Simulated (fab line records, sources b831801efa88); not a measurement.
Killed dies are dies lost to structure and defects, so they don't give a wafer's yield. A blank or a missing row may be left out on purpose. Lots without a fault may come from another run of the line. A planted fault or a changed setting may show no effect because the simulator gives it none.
Tool commonality check | flow gf180mcu | 11 lots, 33 wafers sampled

WHY IT WAS OPENED
At GF_MIM_RS_MEAS_10 the reading MIM_ALCU_RS is flagged on 2 of 11 lots. Wafers without a fault read 0.1608 ohm/sq, standard deviation 0.0018.
Rule: a lot is flagged when every wafer of it that has a number lies more than 4 standard deviations from that mean, or none has a number. The other lots count as sound.

lot  | measured     | on            | MIM_ALCU_RS (ohm/sq), wafer by wafer | flag
L748 | day 24 08:16 | film_metro-04 | 0.1607 0.1599 0.1616                 |
L752 | day 25 15:53 | film_metro-01 | 0.1597 0.1616 0.1593                 |
L757 | day 27 19:36 | film_metro-02 | 9.4330 9.5282 9.4644                 | FLAGGED
L758 | day 28 00:49 | film_metro-04 | 9.4921 9.4570 9.4518                 | FLAGGED
L761 | day 28 17:55 | film_metro-02 | 0.1615 0.1609 0.1622                 |
L763 | day 29 11:47 | film_metro-02 | 0.1602 0.1616 0.1591                 |
L764 | day 29 20:33 | film_metro-01 | 0.1605 0.1593 0.1579                 |
L765 | day 30 00:52 | film_metro-02 | 0.1588 0.1591 0.1596                 |
L767 | day 30 10:32 | film_metro-01 | 0.1615 0.1639 0.1633                 |
L768 | day 30 18:34 | film_metro-02 | 0.1607 0.1595 0.1607                 |
L771 | day 31 07:52 | film_metro-02 | 0.1604 0.1600 0.1591                 |
The numbers of the flagged lots are 9.4711 ohm/sq on average: +9.3103 ohm/sq against the usual, or +99 or more standard deviations.

WHICH TOOL RAN EACH LOT
The record holds 2 process steps before the reading, out of a route of 602 steps. In each cell: the tool, then ch and the chambers that the sampled wafers went through, then the start.
lot  | flag    | GF_V4_CVD_23                  | GF_MIM_SPUTTER_08
L748 |         | cvd_w-01 ch 0,1, day 24 07:14 | pvd_sputter-03, day 24 08:11
L752 |         | cvd_w-01 ch 0,1, day 25 14:46 | pvd_sputter-04, day 25 15:46
L757 | FLAGGED | cvd_w-01 ch 0,1, day 27 18:35 | pvd_sputter-03, day 27 19:31
L758 | FLAGGED | cvd_w-01 ch 0,1, day 27 23:49 | pvd_sputter-04, day 28 00:46
L761 |         | cvd_w-01 ch 0,1, day 28 16:55 | pvd_sputter-01, day 28 17:52
L763 |         | cvd_w-01 ch 0,1, day 29 10:45 | pvd_sputter-04, day 29 11:40
L764 |         | cvd_w-02 ch 0, day 29 19:32   | pvd_sputter-04, day 29 20:29
L765 |         | cvd_w-01 ch 0,1, day 29 23:52 | pvd_sputter-04, day 30 00:49
L767 |         | cvd_w-02 ch 0,1, day 30 09:31 | pvd_sputter-04, day 30 10:29
L768 |         | cvd_w-02 ch 0,1, day 30 17:26 | pvd_sputter-01, day 30 18:31
L771 |         | cvd_w-02 ch 0,1, day 31 06:49 | pvd_sputter-04, day 31 07:44
What these steps do:
- GF_V4_CVD_23: deposits W, target thk 350 nm, time 104.9 s.
- GF_MIM_SPUTTER_08: material AlCu, target thk 200 nm, time 10.6 s.
- GF_MIM_RS_MEAS_10: measures by four-point-probe.

FLAGGED OVER TOTAL, TOOL BY TOOL (the gauges that took the reading come last)
step              | tool           | lots run | flagged | share of the flagged lots | sound lots run after its first flagged lot
GF_V4_CVD_23      | cvd_w-01       | 7        | 2       | all                       | 3 (L761,L763,L765)
GF_V4_CVD_23      | cvd_w-02       | 4        | 0       | none                      | -
GF_MIM_SPUTTER_08 | pvd_sputter-01 | 2        | 0       | none                      | -
GF_MIM_SPUTTER_08 | pvd_sputter-03 | 2        | 1       | some                      | 0
GF_MIM_SPUTTER_08 | pvd_sputter-04 | 7        | 1       | some                      | 5 (L763,L764,L765,L767,L771)
GF_MIM_RS_MEAS_10 | film_metro-01  | 3        | 0       | none                      | -
GF_MIM_RS_MEAS_10 | film_metro-02  | 6        | 1       | some                      | 5 (L761,L763,L765,L768,L771)
GF_MIM_RS_MEAS_10 | film_metro-04  | 2        | 1       | some                      | 0

WHAT THE TABLE ALLOWS
1 row of the table ran every flagged lot: cvd_w-01 at GF_V4_CVD_23.
- cvd_w-01 at GF_V4_CVD_23: 2 of its 7 lots flagged. Sound lots ran on it after the first flagged one (L761, L763, L765), which a lasting fault on the whole tool wouldn't allow.
No row of the table ran every flagged lot and no sound lot after the first.

WHAT THE SIMULATOR HAD PUT IN
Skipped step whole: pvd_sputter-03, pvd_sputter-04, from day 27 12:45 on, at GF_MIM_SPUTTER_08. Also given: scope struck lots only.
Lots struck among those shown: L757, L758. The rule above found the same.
